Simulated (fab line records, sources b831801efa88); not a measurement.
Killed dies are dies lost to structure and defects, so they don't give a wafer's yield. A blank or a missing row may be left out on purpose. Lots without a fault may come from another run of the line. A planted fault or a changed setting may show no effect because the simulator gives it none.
Which tool did it? | flow gf180mcu | 12 lots, 36 wafers sampled, at 4 steps of a route of 602

WHAT THE GAUGES READ, wafer by wafer
GF_POLY_GATE_THK_MEAS_17.
lot  | measured     | on            | POLY_GATE_OXIDATION_THK (nm)
L246 | day 9 09:39  | film_metro-02 | 3.94 4.00 3.92
L247 | day 9 15:46  | film_metro-03 | 4.01 4.03 4.02
L248 | day 9 23:01  | film_metro-02 | 4.04 3.95 3.94
L249 | day 10 03:30 | film_metro-02 | 3.88 3.80 3.96
L251 | day 10 16:52 | film_metro-02 | 4.03 4.17 4.09
L253 | day 11 05:28 | film_metro-02 | 4.12 4.08 4.09
L254 | day 11 14:49 | film_metro-03 | 4.01 4.01 4.03
L260 | day 13 10:06 | film_metro-03 | 4.00 3.96 3.96
L261 | day 13 18:41 | film_metro-02 | 4.02 4.01 4.04
L263 | day 14 07:32 | film_metro-03 | 3.97 4.00 4.05
L265 | day 14 22:02 | film_metro-02 | 4.05 4.16 4.15
L266 | day 15 06:49 | film_metro-03 | 4.05 4.07 4.05

GF_HV_LDD_TW_MEAS_50.
lot  | measured     | on            | HV_LDD_4_TW
L246 | day 12 12:39 | film_metro-01 | 563 561 560
L247 | day 12 18:55 | film_metro-01 | 561 563 563
L248 | day 13 05:05 | film_metro-03 | 569 567 570
L249 | day 13 09:02 | film_metro-04 | 570 569 571
L251 | day 14 03:25 | film_metro-04 | 606 606 606
L253 | day 14 13:37 | film_metro-01 | 602 601 601
L254 | day 15 00:18 | film_metro-01 | 602 601 598
L260 | day 17 10:08 | film_metro-03 | 567 568 567
L261 | day 17 10:54 | film_metro-04 | 567 569 565
L263 | day 18 02:31 | film_metro-01 | 566 565 567
L265 | day 18 18:17 | film_metro-01 | 565 566 568
L266 | day 19 03:53 | film_metro-03 | 566 574 571

WHICH TOOL RAN EACH LOT (tool, then ch and the chambers of the sampled wafers, then the start)
lot  | GF_HV_LDD_STRIP_22                   | GF_HV_LDD_IMPLANT_48
L246 | plasma_asher-04 ch 0,1, day 10 21:00 | implanter-04 ch 0, day 12 12:25
L247 | plasma_asher-04 ch 0,1, day 11 04:20 | implanter-01 ch 0, day 12 18:41
L248 | plasma_asher-01 ch 0,1, day 11 13:20 | implanter-02 ch 0, day 13 04:51
L249 | plasma_asher-03 ch 0,1, day 11 16:43 | implanter-01 ch 0, day 13 08:48
L251 | plasma_asher-01 ch 0,1, day 12 07:44 | implanter-01 ch 0, day 14 03:10
L253 | plasma_asher-04 ch 0,1, day 12 19:41 | implanter-01 ch 0, day 14 13:22
L254 | plasma_asher-03 ch 0,1, day 13 06:12 | implanter-01 ch 0, day 15 00:03
L260 | plasma_asher-03 ch 0,1, day 15 04:37 | implanter-01 ch 0, day 17 09:54
L261 | plasma_asher-01 ch 0,1, day 15 13:17 | implanter-01 ch 0, day 17 10:39
L263 | plasma_asher-03 ch 0,1, day 16 03:27 | implanter-01 ch 0, day 18 02:16
L265 | plasma_asher-03 ch 1, day 16 18:14   | implanter-04 ch 0, day 18 18:02
L266 | plasma_asher-04 ch 1, day 17 02:50   | implanter-02 ch 0, day 19 03:38
- GF_HV_LDD_STRIP_22: strips in O2/N2.
- GF_HV_LDD_IMPLANT_48

WHAT THE TOOLS THEMSELVES READ (means of the sampled wafers that have a number; where no wafer has one, the mark that the record gives instead)
GF_HV_LDD_STRIP_22.
lot  | tool            | drypump_motor_current_A (A) | heater_power_w (W) | n2_flow_sccm (sccm) | oes_product_au (a.u.) | strip_time_to_endpoint_s (s)
L246 | plasma_asher-04 | 5.8                         | 357                | 300.1               | 0.716                 | 12.62
L247 | plasma_asher-04 | 5.7                         | 354                | 300.9               | 0.716                 | 12.62
L248 | plasma_asher-01 | 6.1                         | 306                | 299.5               | 0.713                 | 12.63
L249 | plasma_asher-03 | 5.6                         | 320                | 300.3               | 0.713                 | 12.66
L251 | plasma_asher-01 | 6.1                         | 322                | 299.2               | 0.714                 | 12.63
L253 | plasma_asher-04 | 5.7                         | 336                | 300.9               | 0.717                 | 12.60
L254 | plasma_asher-03 | 5.5                         | 319                | 301.0               | 0.718                 | 12.68
L260 | plasma_asher-03 | 5.6                         | 319                | 300.9               | 0.716                 | 12.70
L261 | plasma_asher-01 | 6.1                         | 306                | 300.1               | 0.712                 | 12.72
L263 | plasma_asher-03 | 6.2                         | 327                | 299.4               | 0.721                 | 12.65
L265 | plasma_asher-03 | 5.0                         | 312                | 300.3               | 0.710                 | 12.67
L266 | plasma_asher-04 | 5.7                         | 313                | 299.2               | 0.719                 | 12.65

GF_HV_LDD_IMPLANT_48.
lot  | tool         | beam_energy_keV
L246 | implanter-04 | 24.994
L247 | implanter-01 | 24.999
L248 | implanter-02 | 24.998
L249 | implanter-01 | 25.005
L251 | implanter-01 | 35.428
L253 | implanter-01 | 35.432
L254 | implanter-01 | 35.423
L260 | implanter-01 | 24.996
L261 | implanter-01 | 25.004
L263 | implanter-01 | 24.990
L265 | implanter-04 | 24.994
L266 | implanter-02 | 25.005

THE ANSWER, worked out from the rows above alone
Rule: what is usual is taken from the lots themselves. Put in order of their means at a reading, lots are off if they are a third of the lots or fewer, leave a main group of 4 or more, and stand apart from it by a gap of 3 or more times the standard deviation of the main group's means; of several such gaps the widest counts. A main group whose means are all the same, to the digits that the tables above print for the reading, isn't used. A lot without any number at a reading at which 4 lots or more have one is off too. The other lots that the step has rows for count as sound. The gauges are gone through in route order, then the tools' own readings, and for those a lot's mean is taken as printed above. The first step at which some lot is off is used, and at that step the reading that is off furthest; a lot without a number counts as furthest.
Off: L251, L253, L254, at GF_HV_LDD_TW_MEAS_50 (HV_LDD_4_TW). The main group: mean 567, standard deviation 2.9.
A tool fits if, at a process step before that reading, it ran every lot that is off, and no sound lot after the first of them. The gauges at GF_HV_LDD_TW_MEAS_50 aren't tried: what is off there is off at GF_HV_LDD_IMPLANT_48 too, on other tools, and a gauge's error can't cause that. None of those tried fits.

WHAT THE SIMULATOR HAD PUT IN
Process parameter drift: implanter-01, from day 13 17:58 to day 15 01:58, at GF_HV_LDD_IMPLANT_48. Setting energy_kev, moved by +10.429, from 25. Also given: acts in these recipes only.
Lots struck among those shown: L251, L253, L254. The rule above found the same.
